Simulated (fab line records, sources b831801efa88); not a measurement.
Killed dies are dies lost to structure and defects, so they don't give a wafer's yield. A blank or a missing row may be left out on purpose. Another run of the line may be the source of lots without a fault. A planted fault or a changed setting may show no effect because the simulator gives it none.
Struck lot and sound lot, side by side | flow sky130 | 24 out of 708 route steps
Sound: the wafers L711.2, L711.3, L711.5. The struck wafers were L720.3, L720.5, L720.6. The cause is named last.
At each step with rows: each side's tool, then ch and its chambers, then its first start. Under that, the readings that differ: sound wafers | struck wafers | difference of the means | sigmas: that difference in standard deviations of wafers without a fault.
alike: words and numbers the same on both sides, and readings whose means are apart by under 2 such deviations; not compared: readings that were withheld, readings missing a value for some wafer, numbers with overlapping values and no deviation given by the record, and bounds like >300 which may hide the same value.
The two part at a step that has a row with sigmas, a row that says differs or no value, or rows on one side only. Non-overlapping numbers with no deviation appear without sigmas and do not part them. A reading missing from all wafers of one side parts the sides only when that side holds two or more wafers.

first, 4 steps without rows for these wafers: SKY_CAPM_SOFTBAKE_08 (time 60 s); SKY_CAPM_EXPOSE_09 (exposes mask CAPM, target cd 1000 nm); SKY_CAPM_PEB_10; SKY_CAPM_DEVELOP_11 (develop time 60 s).
SKY_CAPM_OVL_MEAS_12:
  sound: overlay-02 at day 40 11:44; struck: overlay-01 at day 42 14:59
  alike: CAPM_OVL
SKY_CAPM_METAL_ETCH_13: etches TiN in Cl2/BCl3, stops on SiO2, target depth 220 nm, time 62.9 s.
  sound on rie metal-01 ch 0,1, day 40 11:46; struck on rie metal-02 ch 0,1, day 42 15:02
  alike: chamber pressure mTorr, drypump motor current A, oes product au, throttle valve pct
  not compared: rf hours counter h
SKY_CAPM_STRIP_14: strips in O2/N2.
  sound on plasma asher-01 ch 0, day 40 11:50; struck on plasma asher-02 ch 0,1, day 42 15:07
  reading                     | sound       | struck      | difference | sigmas
  drypump motor current A (A) | 6.4 6.4 6.4 | 5.6 5.8 5.6 | -0.7       | -2
  alike: chamber pressure mTorr, n2 flow sccm, oes product au, strip time to endpoint s
  not compared: rf hours counter h
then, 5 steps without rows for these wafers: SKY_CAPM_STRIP_15 (strips in post etch residue remover, time 1200 s); SKY_CAPM_CLEAN_16 (cleans in IPA, time 180 s); SKY_CAPM_CLEAN_17 (cleans in O3/DIW); SKY_METAL3_DEHYDRATE_05 (time 60 s); SKY_METAL3_HMDS_06 (prime time 60 s).
SKY_METAL3_COAT_07: resist thk 60 nm.
  sound on litho track-01 ch 0, day 41 00:14; struck on litho track-03 ch 0, day 43 01:59
  alike: exhaust pa
then, 5 steps without rows for these wafers: SKY_METAL3_COAT_08 (resist thk 1140 nm); SKY_METAL3_SOFTBAKE_09 (time 90 s); SKY_METAL3_EXPOSE_10 (exposes mask MM3, target cd 300 nm); SKY_METAL3_PEB_11; SKY_METAL3_DEVELOP_12 (develop time 60 s).
SKY_METAL3_CD_MEAS_13 targets a cd of 300 nm.
  sound: cd sem-02 at day 41 12:41; struck: cd sem-01 at day 43 13:55
  reading    | sound             | struck            | difference | sigmas
  cd nm (nm) | 298.1 298.0 298.2 | 300.9 300.7 301.6 | +3.0       | +2
SKY_METAL3_OVL_MEAS_14:
  sound: overlay-01 at day 41 12:47; struck: overlay-02 at day 43 14:00
  alike: METAL3_OVL
SKY_METAL3_DESCUM_15: chemistry O2, time 8 s.
  sound on rie metal-02 ch 0, day 41 12:50; struck on rie metal-03 ch 0,1, day 43 14:02
  alike: chamber pressure mTorr, drypump motor current A, oes product au
  not compared: rf hours counter h
SKY_METAL3_ETCH_16: etches BARC in N2/H2, stops on SiO2, time 88.2 s, target depth 60 nm.
  sound on rie metal-02 ch 0, day 41 12:55; struck on rie metal-03 ch 0,1, day 43 14:05
  reading                     | sound             | struck            | difference | sigmas
  drypump motor current A (A) | 6.4 6.4 6.4       | 5.6 5.6 5.7       | -0.8       | -2
  oes product au (a.u.)       | 0.622 0.618 0.631 | 0.636 0.638 0.639 | +0.014     | +3
  model.etch.depth nm (nm)    | 60.06 60.31 60.14 | 61.76 61.65 61.64 | +1.51      |
  alike: chamber pressure mTorr, n2 flow sccm, throttle valve pct
  not compared: rf hours counter h
SKY_METAL3_ETCH_17: etches SiO2 in C4F8/O2/Ar, stops on TiN, time 3.9 s, target depth 15 nm.
  sound on rie diel-03 ch 2,3, day 41 13:05; struck on rie diel-01 ch 1,2,3, day 43 14:10
  alike: chamber pressure mTorr, oes product au
  not compared: rf hours counter h
-- the record jumps here: 6 days lie between the struck wafers' starts before and after (it left off in module METAL3 and takes up again in module PAD_OPEN, whose first step shown is number 708 of the route) --
SKY_PAD_OPEN_PROBE_99:
  sound: prober-01 at day 48 04:28; struck: prober-02 at day 49 20:34
  alike: defect limited yield, killed_at_M0_to_M3, killed_at_M4_up, killed at contacts, killed at front end, killed at other, killed dies, killed open, killed short, sort_bin_3_pad_short, sort_bin_5_function, sort_bin_6_memory, sort n pass, sort yield pct

== WHERE THEY PART ==
Last at SKY_METAL3_ETCH_16 as far as this record goes, first at SKY_CAPM_STRIP_14. Later steps at which nothing parts them and some readings are alike: SKY_METAL3_ETCH_17, SKY_PAD_OPEN_PROBE_99.

WHY: what had been put in by the simulator
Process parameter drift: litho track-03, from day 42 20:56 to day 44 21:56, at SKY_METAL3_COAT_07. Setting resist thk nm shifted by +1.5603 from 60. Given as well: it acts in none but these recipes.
